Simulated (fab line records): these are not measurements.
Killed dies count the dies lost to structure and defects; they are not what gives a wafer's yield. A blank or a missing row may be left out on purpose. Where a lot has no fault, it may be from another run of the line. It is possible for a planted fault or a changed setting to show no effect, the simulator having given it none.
A lot that was struck, set against a sound lot :: flow sky130 :: 15 steps out of a route of 708
Sound: the wafers L395.1, L395.2, L395.5. Wafers L401.1, L401.3, L401.4 were the ones struck. The cause is given at the end.
Each step with rows lists, per side, the tool, then ch with its chambers, then its first start. Under that, the readings that differ: sound wafers :: struck wafers :: difference of the means :: sigmas: that difference in standard deviations of wafers without a fault.
alike: same words and numbers on both sides, and readings whose means sit less than 2 such deviations apart. not compared: any withheld reading, any reading some wafer has no value for, any bound like >300 that may hide the same value, and any number with overlapping values for which the record gives no deviation.
A row with sigmas, a row that says differs or no value, or rows on one side alone: a step with any of these is where the two part. Numbers that have no deviation but don't overlap get no sigmas and don't part them. Lack of a reading on every wafer of one side parts them only where that side has two or more wafers.

SKY_METAL3_STRIP_19: strips in O2/N2.
  sound on plasma-asher-04 ch 0,1, day 40 18:37; struck on plasma-asher-01 ch 0,1, day 42 12:31
  alike: drypump-motor-current-A, o2-flow-sccm, oes-product-au, strip-time-to-endpoint-s
  not compared: rf-hours-counter-h
then, 4 steps without rows for these wafers: SKY_METAL3_STRIP_20 (strips in post etch residue remover, time 1200 s); SKY_METAL3_CLEAN_21 (cleans in IPA, time 180 s); SKY_METAL3_CLEAN_22 (cleans in O3/DIW); SKY_VIA3_HDPCVD_00 (deposits SiO2, target thk 1635 nm, time 272.5 s).
SKY_VIA3_THK_MEAS_01:
  sound: film-metro-03 at day 40 19:22; struck: film-metro-04 at day 42 13:17
  alike: VIA3_HDPCVD_THK
SKY_VIA3_CMP_02: polishes SiO2.
  sound on cmp-01 ch 0,2,3, day 40 19:32; struck on cmp-01 ch 0,2,3, day 42 14:16
  alike: motor-current-A
SKY_VIA3_BOW_MEAS_03:
  sound: film-metro-03 at day 40 19:44; struck: film-metro-02 at day 42 14:34
  alike: VIA3_BOW
then, 4 steps without rows for these wafers: SKY_VIA3_DEHYDRATE_04 (time 60 s); SKY_VIA3_HMDS_05 (prime time 60 s); SKY_VIA3_COAT_06 (resist thk 60 nm); SKY_VIA3_COAT_07 (resist thk 450 nm).
SKY_VIA3_SOFTBAKE_08: time 90 s.
  sound on litho-track-02 ch 0, day 41 07:00; struck on litho-track-02 ch 0, day 43 01:00
reading: heater-power-total-W (W)
sound: 57.25 57.45 57.47
struck: 58.37 58.46 58.51
difference: +1.06
sigmas: +10

reading: run-length-s (s)
sound: 119.20 119.13 119.12
struck: 114.32 114.41 114.43
difference: -4.76
sigmas: -22
then, 1 step without rows for these wafers: SKY_VIA3_EXPOSE_09 (exposes mask VIM3, target cd 200 nm).
-- the record jumps here: 6 days lie between the struck wafers' starts before and after (it left off in module VIA3 and takes up again in module PAD_OPEN, whose first step shown is number 708 of the route) --
SKY_PAD_OPEN_PROBE_99:
  sound: prober-01 at day 47 17:43; struck: prober-01 at day 48 23:53
reading: killed-at-front-end
sound: 13 13 8
struck: 23 22 15
difference: +9
sigmas: +2
  alike: defect-limited-yield, killed_at_M0_to_M3, killed_at_M4_up, killed-at-contacts, killed-at-other, killed-dies, killed-open, killed-short, sort_bin_3_pad_short, sort_bin_5_function, sort_bin_6_memory, sort-n-pass, sort-yield-pct

WHERE THEY PART
Earliest at SKY_VIA3_SOFTBAKE_08; latest, in this record, at SKY_PAD_OPEN_PROBE_99.

WHY: the cause the simulator had injected
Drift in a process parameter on litho-track-02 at SKY_VIA3_SOFTBAKE_08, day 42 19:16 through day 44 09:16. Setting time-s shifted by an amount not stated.
